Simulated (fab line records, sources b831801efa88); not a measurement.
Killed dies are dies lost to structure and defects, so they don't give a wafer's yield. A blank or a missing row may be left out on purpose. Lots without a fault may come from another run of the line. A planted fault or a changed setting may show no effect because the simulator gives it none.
A struck lot beside a sound one | flow gf180mcu | 44 steps out of a route of 602
Sound: wafers L292.1, L292.2, L292.3. Struck: wafers L305.1, L305.2, L305.5. The cause comes at the end.
At each step with rows: each side's tool, then ch and its chambers, then its first start. Under that, the readings that differ: sound wafers | struck wafers | difference of the means | sigmas: that difference in standard deviations of wafers without a fault.
alike: readings whose means differ by less than 2 such deviations, and words and numbers that are the same on both sides. not compared: withheld readings, readings that some wafer has no value for, bounds like >300 that may hide the same value, and numbers for which the record gives no deviation and whose values overlap.
The two part at a step that has a row with sigmas, a row that says differs or no value, or rows on one side only. Numbers that don't overlap but have no deviation are shown without sigmas and don't part them. A reading that every wafer of one side lacks parts them only if that side has two wafers or more.

first, 2 steps without rows for these wafers: GF_DNWELL_DEVELOP_06 (develop time 60 s); GF_DNWELL_IMPLANT_07.
GF_DNWELL_STRIP_08: strips in O2/N2.
  sound on plasma_asher-03 ch 0,1, day 3 21:44; struck on plasma_asher-03 ch 0,1, day 6 19:25
  alike: drypump_motor_current_A, heater_power_w, oes_product_au, strip_time_to_endpoint_s
  not compared: rf_hours_counter_h
GF_DNWELL_TW_MEAS_09:
  sound on film_metro-02, day 3 21:50; struck on film_metro-04, day 6 19:31
  alike: DNWELL_TW
then, 7 steps without rows for these wafers: GF_NWELL_DEHYDRATE_00 (time 60 s); GF_NWELL_HMDS_01 (prime time 60 s); GF_NWELL_COAT_02 (resist thk 3000 nm); GF_NWELL_SOFTBAKE_03; GF_NWELL_EXPOSE_04 (exposes mask Nwell, target cd 860 nm); GF_NWELL_PEB_05; GF_NWELL_DEVELOP_06 (develop time 60 s).
GF_NWELL_OVL_MEAS_07:
  sound on overlay-01, day 4 11:01; struck on overlay-02, day 7 11:25
  alike: NWELL_OVL
GF_NWELL_IMPLANT_08:
  sound on implanter-03 ch 0, day 4 11:04; struck on implanter-02 ch 0, day 7 11:46
  alike: beam_on_s
then, 1 step without rows for these wafers: GF_NWELL_IMPLANT_09.
GF_NWELL_STRIP_10: strips in O2/N2.
  sound on plasma_asher-02 ch 0,1, day 4 11:22; struck on plasma_asher-01 ch 0,1, day 7 12:04
  reading                      | sound             | struck            | difference | sigmas
  strip_time_to_endpoint_s (s) | 36.90 36.96 36.97 | 37.18 37.16 37.12 | +0.21      | +2
  alike: drypump_motor_current_A, heater_power_w, oes_product_au
  not compared: rf_hours_counter_h
GF_NWELL_TW_MEAS_11:
  sound on film_metro-01, day 4 11:28; struck on film_metro-03, day 7 12:23
  reading  | sound          | struck         | difference | sigmas
  NWELL_TW | 1549 1559 1548 | 1939 1925 1948 | +385       | +35
then, 7 steps without rows for these wafers: GF_LVPWELL_DEHYDRATE_00 (time 60 s); GF_LVPWELL_HMDS_01 (prime time 60 s); GF_LVPWELL_COAT_02 (resist thk 3000 nm); GF_LVPWELL_SOFTBAKE_03; GF_LVPWELL_EXPOSE_04 (exposes mask LVPWELL, target cd 600 nm); GF_LVPWELL_PEB_05; GF_LVPWELL_DEVELOP_06 (develop time 60 s).
GF_LVPWELL_OVL_MEAS_07:
  sound on overlay-01, day 5 01:34; struck on overlay-01, day 8 04:07
  alike: LVPWELL_OVL
then, 2 steps without rows for these wafers: GF_LVPWELL_IMPLANT_08; GF_LVPWELL_IMPLANT_09.
GF_LVPWELL_STRIP_10: strips in O2/N2.
  sound on plasma_asher-03 ch 0,1, day 5 01:54; struck on plasma_asher-04 ch 0,1, day 8 04:28
  reading                      | sound             | struck            | difference | sigmas
  strip_time_to_endpoint_s (s) | 37.08 37.17 37.11 | 36.86 36.85 36.86 | -0.26      | -3
  alike: drypump_motor_current_A, heater_power_w, oes_product_au
  not compared: rf_hours_counter_h
GF_LVPWELL_TW_MEAS_11:
  sound on film_metro-04, day 5 02:00; struck on film_metro-01, day 8 04:34
  alike: LVPWELL_TW
then, 7 steps without rows for these wafers: GF_MVSD_DEHYDRATE_00 (time 60 s); GF_MVSD_HMDS_01 (prime time 60 s); GF_MVSD_COAT_02 (resist thk 3000 nm); GF_MVSD_SOFTBAKE_03; GF_MVSD_EXPOSE_04 (exposes mask MVSD, target cd 1000 nm); GF_MVSD_PEB_05; GF_MVSD_DEVELOP_06 (develop time 60 s).
GF_MVSD_OVL_MEAS_07:
  sound on overlay-01, day 5 16:14; struck on overlay-01, day 8 20:00
  alike: MVSD_OVL
then, 2 steps without rows for these wafers: GF_MVSD_IMPLANT_08; GF_MVSD_IMPLANT_09.
GF_MVSD_STRIP_10: strips in O2/N2.
  sound on plasma_asher-04 ch 0,1, day 5 16:34; struck on plasma_asher-02 ch 0,1, day 8 20:20
  alike: drypump_motor_current_A, heater_power_w, oes_product_au, strip_time_to_endpoint_s
  not compared: rf_hours_counter_h
GF_MVSD_TW_MEAS_11:
  sound on film_metro-01, day 5 16:40; struck on film_metro-04, day 8 20:27
  alike: MVSD_TW
then, 2 steps without rows for these wafers: GF_MVPSD_DEHYDRATE_00 (time 60 s); GF_MVPSD_HMDS_01 (prime time 60 s).
-- the record jumps here: 4 days lie between the struck wafers' starts before and after --
GF_VT_IMPLANT_RS_MEAS_47: measures by four-point-probe.
  sound on film_metro-01, day 9 01:08; struck on film_metro-01, day 12 17:02
  reading           | sound             | struck            | difference | sigmas
  NWELL_RS (ohm/sq) | 489.7 490.3 488.4 | 350.4 350.5 349.8 | -139.2     | -99 or more
GF_PASSIVATION_PROBE_99:
  the record has rows for the sound wafers here (prober-02, day 30 14:29) and none for the struck ones

WHERE THEY PART
First at GF_NWELL_STRIP_10; last, within this record, at GF_PASSIVATION_PROBE_99.

WHY: what the simulator had put in
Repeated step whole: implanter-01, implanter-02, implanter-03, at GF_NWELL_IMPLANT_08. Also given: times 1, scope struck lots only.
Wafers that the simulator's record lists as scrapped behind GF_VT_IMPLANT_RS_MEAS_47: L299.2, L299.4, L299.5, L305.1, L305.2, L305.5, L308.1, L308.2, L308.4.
